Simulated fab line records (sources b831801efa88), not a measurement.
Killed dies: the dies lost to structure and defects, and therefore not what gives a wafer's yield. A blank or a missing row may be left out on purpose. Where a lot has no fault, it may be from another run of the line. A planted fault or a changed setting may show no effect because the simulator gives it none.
A lot that was struck, set against a sound lot | flow sky130 | 31 steps out of a route of 708
Sound: these wafers, L680.1, L680.2, L680.4. Struck: wafer L686.2 (left out: L686.1, L686.4 of the same lot, which were not struck); the cause appears at the end.
Per side, at each step with rows, come the tool, then ch with its chambers, and then its first start. Under that, the readings that differ: sound wafers | struck wafers | difference of the means | sigmas: that difference in standard deviations of wafers without a fault.
alike: words and numbers the same on both sides, and readings whose means are apart by under 2 such deviations; not compared: readings that were withheld, readings missing a value for some wafer, numbers with overlapping values and no deviation given by the record, and bounds like >300 which may hide the same value.
The two part at a step that has a row with sigmas, a row that says differs or no value, or rows on one side only. Non-overlapping numbers with no deviation appear without sigmas and do not part them. Lack of a reading on every wafer of one side parts them only where that side has two or more wafers.

SKY_LI_CONTACT_OVL_MEAS_13:
  struck on overlay-01, day 34 02:40; sound on overlay-01, day 32 03:24
  reading             | sound      | struck | difference | sigmas
  LI_CONTACT_OVL (nm) | -10 -13 -8 | 4      | +14        | +3
SKY_LI_CONTACT_ETCH_14: etches BARC in N2/H2, stops on SiO2, time 45.9 s, target depth 60 nm.
  sound on rie diel-01 ch 0,1,3, day 32 03:26; struck on rie diel-03 ch 0, day 34 02:42
  alike: drypump motor current A, oes product au, throttle valve pct
  not compared: rf hours counter h
SKY_LI_CONTACT_ETCH_15: etches PSG in C4F8/O2/Ar, stops on Si, target depth 600 nm.
  sound on rie diel-01 ch 0,1,3, day 32 03:28; struck on rie diel-03 ch 0, day 34 02:44
  alike: oes product au
SKY_LI_CONTACT_STRIP_16: strips in O2/N2.
  sound on plasma asher-02 ch 0,1, day 32 03:34; struck on plasma asher-03 ch 1, day 34 02:50
  alike: drypump motor current A, oes product au, strip time to endpoint s
  not compared: rf hours counter h
then, 3 steps without rows for these wafers: SKY_LI_CONTACT_CLEAN_17 (cleans in NMP, time 600 s); SKY_LI_CONTACT_PRE_CLEAN_18 (time 5.6 s); SKY_LI_CONTACT_SPUTTER_19 (material Ti, target thk 20 nm, time 106.37 s).
SKY_LI_CONTACT_SPUTTER_20: material TiN, target thk 20 nm, time 80 s.
  struck on pvd sputter-03, day 34 03:13; sound on pvd sputter-01, day 32 03:56
  alike: throttle valve pct
then, 1 step without rows for these wafers: SKY_LI_CONTACT_CVD_21 (deposits W, target thk 400 nm, time 120.56 s).
SKY_LI_CONTACT_RS_MEAS_22: measurement is done with a four-point probe.
  struck on film metro-04, day 34 03:24; sound on film metro-03, day 32 04:07
  alike: LI_CONTACT_W_RS
SKY_LI_CONTACT_THK_MEAS_23: measures by xrf.
  struck on film metro-04, day 34 03:31; sound on film metro-03, day 32 04:14
  reading               | sound       | struck | difference | sigmas
  LI_CONTACT_W_THK (nm) | 394 397 401 | 382    | -15        | -2
SKY_LI_CONTACT_CMP_24: polishes, stops on PSG, t overpolish 20 s, target thk 0 nm.
  sound on cmp-01 ch 1,2,3, day 32 04:21; struck on cmp-02 ch 2, day 34 03:35
  alike: motor current A, overpolish run s, slurry filter dp kPa, time to endpoint s
SKY_LOCAL_INTERCONNECT_SPUTTER_00: material TiN, target thk 100 nm, time 83.3 s.
  struck on pvd sputter-04, day 34 03:53; sound on pvd sputter-03, day 32 04:36
  reading                                                | sound             | struck | difference | sigmas
  model.TiN_of_LOCAL_INTERCONNECT_SPUTTER_00.thk nm (nm) | 99.18 99.21 100.2 | 94.27  | -5.26      |
  alike: throttle valve pct
SKY_LOCAL_INTERCONNECT_RS_MEAS_01: measurement is done with a four-point probe.
  struck on film metro-01, day 34 03:57; sound on film metro-04, day 32 04:40
  reading                            | sound             | struck | difference | sigmas
  LOCAL_INTERCONNECT_TIN_RS (ohm/sq) | 14.29 14.27 14.10 | 15.04  | +0.82      | +5
SKY_LOCAL_INTERCONNECT_THK_MEAS_02: measures by xrf.
  struck on film metro-01, day 34 04:04; sound on film metro-04, day 32 04:47
  reading                         | sound           | struck | difference | sigmas
  LOCAL_INTERCONNECT_TIN_THK (nm) | 99.9 99.5 100.6 | 94.6   | -5.4       | -5
then, 8 steps without rows for these wafers: SKY_LOCAL_INTERCONNECT_DEHYDRATE_03 (time 60 s); SKY_LOCAL_INTERCONNECT_HMDS_04 (prime time 60 s); SKY_LOCAL_INTERCONNECT_COAT_05 (resist thk 60 nm); SKY_LOCAL_INTERCONNECT_COAT_06 (resist thk 450 nm); SKY_LOCAL_INTERCONNECT_SOFTBAKE_07 (time 90 s); SKY_LOCAL_INTERCONNECT_EXPOSE_08 (exposes mask LI1M, target cd 170 nm); SKY_LOCAL_INTERCONNECT_PEB_09; SKY_LOCAL_INTERCONNECT_DEVELOP_10 (develop time 60 s).
SKY_LOCAL_INTERCONNECT_CD_MEAS_11 targets a cd of 170 nm.
  struck on cd sem-02, day 35 05:57; sound on cd sem-02, day 33 06:57
  reading    | sound             | struck | difference | sigmas
  cd nm (nm) | 171.6 171.3 170.4 | 167.3  | -3.8       | -3
SKY_LOCAL_INTERCONNECT_OVL_MEAS_12:
  struck on overlay-01, day 35 06:04; sound on overlay-02, day 33 07:04
  reading                     | sound | struck | difference | sigmas
  LOCAL_INTERCONNECT_OVL (nm) | 8 7 9 | -9     | -17        | -3
then, 1 step without rows for these wafers: SKY_LOCAL_INTERCONNECT_ETCH_13 (etches BARC in N2/H2, stops on SiO2, time 45.9 s, target depth 60 nm).
SKY_LOCAL_INTERCONNECT_METAL_ETCH_14: etches TiN in Cl2/BCl3, stops on PSG, target depth 110 nm, time 31.4 s.
  sound on rie metal-04 ch 0,1, day 33 07:10; struck on rie metal-03 ch 0, day 35 06:10
  reading                                        | sound             | struck | difference | sigmas
  oes product au (a.u.)                          | 0.934 0.941 0.946 | 0.915  | -0.025     | -4
  model.LOCAL_INTERCONNECT.feature depth nm (nm) | 99.18 99.21 100.2 | 94.27  | -5.26      |
  model.etch.depth nm (nm)                       | 99.18 99.21 100.2 | 94.27  | -5.26      |
  alike: drypump motor current A, throttle valve pct
  not compared: rf hours counter h
then, 1 step without rows for these wafers: SKY_LOCAL_INTERCONNECT_STRIP_15 (strips in O2/N2).
SKY_LOCAL_INTERCONNECT_STRIP_16: strips in post etch residue remover, time 1200 s.
  sound on wet bench-02 ch 2, day 33 07:19; struck on wet bench-02 ch 0, day 35 06:19
  reading                                                | sound             | struck | difference | sigmas
  model.TiN_of_LOCAL_INTERCONNECT_SPUTTER_00.thk nm (nm) | 98.77 98.79 99.83 | 93.84  | -5.29      |
then, 1 step without rows for these wafers: SKY_LOCAL_INTERCONNECT_CLEAN_17 (cleans in IPA, time 180 s).
-- a jump in the record: the struck wafers' starts before and after are 14 days apart (it breaks off in module LOCAL_INTERCONNECT and resumes in module PAD_OPEN, where the first step shown is number 708 of the route) --
SKY_PAD_OPEN_PROBE_99:
  struck on prober-01, day 49 06:43; sound on prober-01, day 47 22:35
  reading                        | sound             | struck | difference | sigmas
  model.etest.res li.line ohm um | 74.41 74.61 74.22 | 80.61  | +6.20      |
  model.etest.res li.rs ohm sq   | 12.86 12.84 12.7  | 13.54  | +0.74      |
  alike: killed_at_M0_to_M3, killed_at_M4_up, killed at contacts, killed at front end, killed at other, killed dies, killed open, killed short

## WHERE THEY PART
Last at SKY_LOCAL_INTERCONNECT_METAL_ETCH_14 as far as this record goes, first at SKY_LI_CONTACT_OVL_MEAS_13. Later steps at which nothing parts them and some readings are alike: SKY_PAD_OPEN_PROBE_99.

WHY: the cause the simulator had injected
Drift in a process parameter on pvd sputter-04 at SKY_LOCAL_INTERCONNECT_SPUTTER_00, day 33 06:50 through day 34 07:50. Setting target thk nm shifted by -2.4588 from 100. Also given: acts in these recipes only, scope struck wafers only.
